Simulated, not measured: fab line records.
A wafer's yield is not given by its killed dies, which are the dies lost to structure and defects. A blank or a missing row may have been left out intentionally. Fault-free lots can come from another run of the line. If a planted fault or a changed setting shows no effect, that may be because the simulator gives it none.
fab line records | flow sfq_line | part 2 of 2: steps 24 to 33 of 33
[record] lots = 5 wafers = 15 last_day = 77
route steps=325 shown L0V@19 M0@28 I0@43
lots that met no fault: taken from a fault-free run of the same line
start_h: hours from the record's first day to the start of the lot's first wafer shown | wait_h: time in hours since the lot's previous step | " same as the row above | L1.1+2: several wafers, shown together as one row | - no value, or no start given | * or withheld: withheld | < > ~ a bound
route shown NAME@n: a module of which the file shows steps, and the number in the route of the first | usual: mean/standard deviation taken from wafers without a fault | same: alike in all rows | chamber/n: place in a boat | sites: per-site readings | _std_site: standard deviation of those values | _edge_site: outer sites' mean less inner sites' | radius_mm: for every site, how far away it sits from the centre of the wafer | mask NAME#n: copy n | behind: the last tool/chamber to shape the wafer | hold: cause of the lot's hold/its duration in hours/its outcome | device: which transistor (n, p or np) failed to switch | end of line: the tests these same wafers got at the end of their route | step lacking rows: just its recipe | killed: count of dies lost to structure and defects at first sort (not the wafer's yield) | map: a wafer's dies, marking killed ones x, the rest . and places with no die _
set.NAME: the setting as run; set.NAME@STEP: as run at that earlier step | model.NAME: the simulator's own value behind a step, which no gauge read
lots at selected steps of the route; one table per step, one row per wafer
services: the hour from which a tool's chamber was out of use, counted from the record's first day as start_h (under 0 if before that day), plus the number of hours and why
[[steps]]
[step SFQ_TRILAYER_I0_DEP_PECVD_027]
[recipe] material = SiO2 temp_c = 150 time_s = 111.11 pressure_torr = 2.4 rf_w = 183.3 precursor = SiH4/N2O target_thk_nm = 500
[usual] chamber_pressure_Torr = 2.400/0.0053 heater_power_w = 83/9.1 throttle_valve_pct = 24.2/0.97
// columns lot.wafer tool chamber start_h wait_h chamber_pressure_Torr heater_power_w throttle_valve_pct
L076.2 pecvd-04 1 173.20 0.0 2.401 78 25.5
L076.4 " 2 " " 2.406 84 25.2
L076.5 " 0 " " 2.389 74 24.0
L077.3 pecvd-01 1 178.78 0.0 2.396 77 25.2
L077.4 " 1 " " 2.396 83 25.1
L077.5 " 0 " " 2.402 82 24.6
L084.1 pecvd-01 2 229.18 0.0 2.402 82 23.4
L084.2 " 1 " " 2.401 93 25.6
L084.4 " 0 " " 2.402 81 24.8
L085.3 pecvd-04 1 233.98 0.0 2.405 73 23.8
L085.4 " 0 " " 2.411 64 22.4
L085.5 " 2 " " 2.401 87 22.2
L097.1 pecvd-03 0 313.02 0.0 2.390 99 24.9
L097.3 " 1 " " 2.400 91 23.9
L097.4 " 1 " " 2.404 73 24.1
[step SFQ_TRILAYER_I0_CMP_CMP_028]
[recipe] material = SiO2 down_force_psi = 3 platen_rpm = 60 pad_velocity_m_s = 0.94248
[usual] motor_current_A = 9.8/0.74 time_to_endpoint_s = 216/8.2
// columns lot.wafer tool chamber start_h wait_h motor_current_A time_to_endpoint_s
L076.2 cmp-01 2 174.27 1.0 9.3 218
L076.4 " 3 " " 9.1 220
L076.5 " 0 " " 9.1 227
L077.3 cmp-01 2 179.27 0.5 9.8 225
L077.4 " 1 180.77 1.9 9.6 217
L077.5 " 2 " " 10.0 218
L084.1 cmp-01 0 234.13 4.9 9.4 222
L084.4 " 1 " " 9.8 207
L084.2 " 2 " " 10.0 233
L085.4 cmp-01 0 240.13 6.1 9.5 214
L085.3 " 1 " " 9.2 209
L085.5 " 0 242.13 8.1 9.5 222
L097.3 cmp-01 2 317.63 4.6 9.5 206
L097.1 " 0 318.63 5.6 9.8 208
L097.4 " 1 " " 9.9 210
[step SFQ_I0_BOW_MEAS_907]
[recipe] mode = bow
[usual] I0_BOW = 0/7.3
// columns lot.wafer tool chamber start_h wait_h I0_BOW[um]
L076.2 film_metro-04 - 176.29 1.5 -5
L076.4 " - " " -12
L076.5 " - " " -3
L077.3 film_metro-01 - 182.31 2.5 -5
L077.4 " - " " -4
L077.5 " - " " -2
L084.1 film_metro-04 - 236.63 2.0 2
L084.2 " - " " 1
L084.4 " - " " 9
L085.3 film_metro-01 - 242.67 1.5 3
L085.4 " - " " -3
L085.5 " - " " 1
L097.1 film_metro-02 - 320.63 1.5 -5
L097.3 " - " " 8
L097.4 " - " " -2
[step SFQ_TRILAYER_I0_METRO_MEASURE_029]
[usual] thk_nm = 200.2/1.4
// columns lot.wafer tool chamber start_h wait_h thk_nm
L076.2 film_metro-04 - 176.59 0.3 201.9
L076.4 " - " " 198.9
L076.5 " - " " 200.4
L077.3 film_metro-01 - 182.79 0.5 200.9
L077.4 " - " " 198.7
L077.5 " - " " 200.4
L084.1 film_metro-04 - 236.75 0.1 200.2
L084.2 " - " " 202.5
L084.4 " - " " 198.9
L085.3 film_metro-01 - 243.15 0.5 198.0
L085.4 " - " " 201.0
L085.5 " - " " 200.5
L097.1 film_metro-02 - 320.75 0.1 201.6
L097.3 " - " " 203.1
L097.4 " - " " 198.7
[step SFQ_TRILAYER_I0_VIA_LITHO_COAT_036]
[recipe] resist = BARC spin_rpm = 3000 resist_thk_nm = 62
[usual] exhaust_pa = 45.1/0.97
// columns lot.wafer tool chamber start_h wait_h exhaust_pa
L076.2 litho_track-04 0 177.64 0.8 44.0
L076.4 " 0 " " 45.6
L076.5 " 0 " " 44.7
L077.3 litho_track-04 0 183.69 0.7 44.0
L077.4 " 0 " " 44.2
L077.5 " 0 " " 45.5
L084.1 litho_track-01 0 237.95 1.0 45.3
L084.2 " 0 " " 44.8
L084.4 " 0 " " 45.0
L085.3 litho_track-01 0 244.05 0.7 42.8
L085.4 " 0 " " 44.9
L085.5 " 0 " " 44.1
L097.1 litho_track-01 0 321.95 1.0 45.2
L097.3 " 0 " " 45.6
L097.4 " 0 " " 44.0
[step SFQ_TRILAYER_I0_VIA_LITHO_COAT_031]
[recipe] resist = KrF spin_rpm = 3000 resist_thk_nm = 650
[usual] exhaust_pa = 44.8/0.95
// columns lot.wafer tool chamber start_h wait_h exhaust_pa
L076.2 litho_track-04 0 177.94 0.2 45.2
L076.4 " 0 " " 43.3
L076.5 " 0 " " 44.0
L077.3 litho_track-04 0 183.99 0.2 45.1
L077.4 " 0 " " 44.1
L077.5 " 0 " " 45.1
L084.1 litho_track-01 0 238.25 0.2 44.7
L084.2 " 0 " " 43.0
L084.4 " 0 " " 44.7
L085.3 litho_track-01 0 244.35 0.2 45.1
L085.4 " 0 " " 47.1
L085.5 " 0 " " 45.3
L097.1 litho_track-01 0 322.25 0.2 44.4
L097.3 " 0 " " 45.7
L097.4 " 0 " " 44.9
[step SFQ_TRILAYER_I0_VIA_LITHO_SOFTBAKE_035]
[recipe] temp_c = withheld time_s = withheld resist = KrF
[usual] exhaust_pa = 44.9/0.79
// columns lot.wafer tool chamber start_h wait_h exhaust_pa
L076.2 litho_track-04 0 178.22 0.2 44.6
L076.4 " 0 " " 45.9
L076.5 " 0 " " 45.3
L077.3 litho_track-04 0 184.24 0.2 45.1
L077.4 " 0 " " 45.6
L077.5 " 0 " " 46.8
L084.1 litho_track-01 0 238.55 0.2 44.3
L084.2 " 0 " " 44.7
L084.4 " 0 " " 45.3
L085.3 litho_track-01 0 244.60 0.2 44.5
L085.4 " 0 " " 45.5
L085.5 " 0 " " 45.1
L097.1 litho_track-01 0 322.55 0.2 45.6
L097.3 " 0 " " 45.1
L097.4 " 0 " " 45.5
[step SFQ_TRILAYER_I0_VIA_LITHO_EXPOSE_032]
[recipe] mask_id = I0 na = 0.6 source_shape = conventional sigma_outer = 0.65 target_cd_nm = 500 dose_mj = 21.3
[usual] stage_vel_mm_s = 499.96/0.24
// columns lot.wafer tool chamber start_h wait_h mask stage_vel_mm_s
L076.2 krf_scanner-01 0 233.30 - I0#0 500.10
L076.4 " 0 " " I0#0 500.00
L076.5 " 0 " " I0#0 499.71
L077.3 krf_scanner-01 0 238.30 - I0#0 500.07
L077.4 " 0 " " I0#0 500.13
L077.5 " 0 " " I0#0 500.41
L084.1 krf_scanner-01 0 302.11 - I0#0 499.93
L084.2 " 0 " " I0#0 499.80
L084.4 " 0 " " I0#0 499.94
L085.3 krf_scanner-01 0 306.11 - I0#0 499.56
L085.4 " 0 " " I0#0 500.00
L085.5 " 0 " " I0#0 499.74
L097.1 krf_scanner-01 0 381.31 - I0#0 500.00
L097.3 " 0 " " I0#0 500.09
L097.4 " 0 " " I0#0 500.29
[step SFQ_TRILAYER_I0_VIA_LITHO_PEB_034]
[recipe] peb_temp_c = 115 peb_time_s = 60 resist = KrF
[usual] exhaust_pa = 45.0/1 heater_power_total_W = 79.16/0.061
// columns lot.wafer tool chamber start_h wait_h exhaust_pa heater_power_total_W
L076.2 litho_track-01 0 234.33 0.8 46.3 79.24
L076.4 " 0 " " 44.3 79.19
L076.5 " 0 " " 45.1 79.15
L077.3 litho_track-04 0 239.15 0.7 45.3 79.09
L077.4 " 0 " " 46.0 79.16
L077.5 " 0 " " 45.4 79.18
L084.1 litho_track-04 0 303.31 1.0 44.0 79.21
L084.2 " 0 " " 45.6 79.13
L084.4 " 0 " " 45.3 79.16
L085.3 litho_track-04 0 306.96 0.7 45.2 79.19
L085.4 " 0 " " 46.2 79.14
L085.5 " 0 " " 45.8 79.11
L097.1 litho_track-02 0 382.51 1.0 42.5 79.06
L097.3 " 0 " " 43.8 79.12
L097.4 " 0 " " 43.0 79.08
[step SFQ_TRILAYER_I0_VIA_LITHO_DEVELOP_033]
[recipe] time_s = 60 resist = KrF
[usual] exhaust_pa = 44.9/0.97
// columns lot.wafer tool chamber start_h wait_h exhaust_pa
L076.2 litho_track-01 0 234.48 0.1 46.0
L076.4 " 0 " " 46.3
L076.5 " 0 " " 45.0
L077.3 litho_track-04 0 239.30 0.1 45.1
L077.4 " 0 " " 45.3
L077.5 " 0 " " 46.2
L084.1 litho_track-04 0 303.46 0.1 45.8
L084.2 " 0 " " 45.4
L084.4 " 0 " " 45.8
L085.3 litho_track-04 0 307.11 0.1 46.5
L085.4 " 0 " " 46.0
L085.5 " 0 " " 46.1
L097.1 litho_track-02 0 382.66 0.1 44.0
L097.3 " 0 " " 45.1
L097.4 " 0 " " 44.4
[[services]]
// columns tool chamber start_h hours kind
cmp-01 - 42.14 1.8 repair
krf_scanner-01 - 73.10 0.8 pm
rie_diel-04 1 84.93 4.7 repair
krf_scanner-01 - 85.85 1.3 pm
krf_scanner-01 - 94.35 1.0 pm
krf_scanner-01 - 114.55 0.8 pm
krf_scanner-01 - 122.31 0.2 repair
krf_scanner-01 - 122.83 1.1 repair
rie_metal-04 1 142.19 118.9 repair
rie_diel-04 3 147.96 15.1 repair
rie_diel-04 1 191.93 4.2 repair
rie_metal-04 - 196.31 0.7 repair
rie_diel-04 - 211.37 0.3 repair
krf_scanner-01 - 242.70 0.8 pm
rie_metal-01 - 249.43 1.4 repair
rie_diel-04 - 250.12 0.1 repair
krf_scanner-01 - 261.45 1.3 pm
krf_scanner-01 - 263.95 1.0 pm
rie_metal-01 - 298.66 1.4 pm
rie_diel-04 - 311.40 1.0 repair
rie_metal-01 0 368.78 20.3 repair
rie_metal-01 - 374.90 0.7 repair
rie_metal-04 - 375.99 2.8 pm
rie_diel-04 - 377.89 2.8 pm
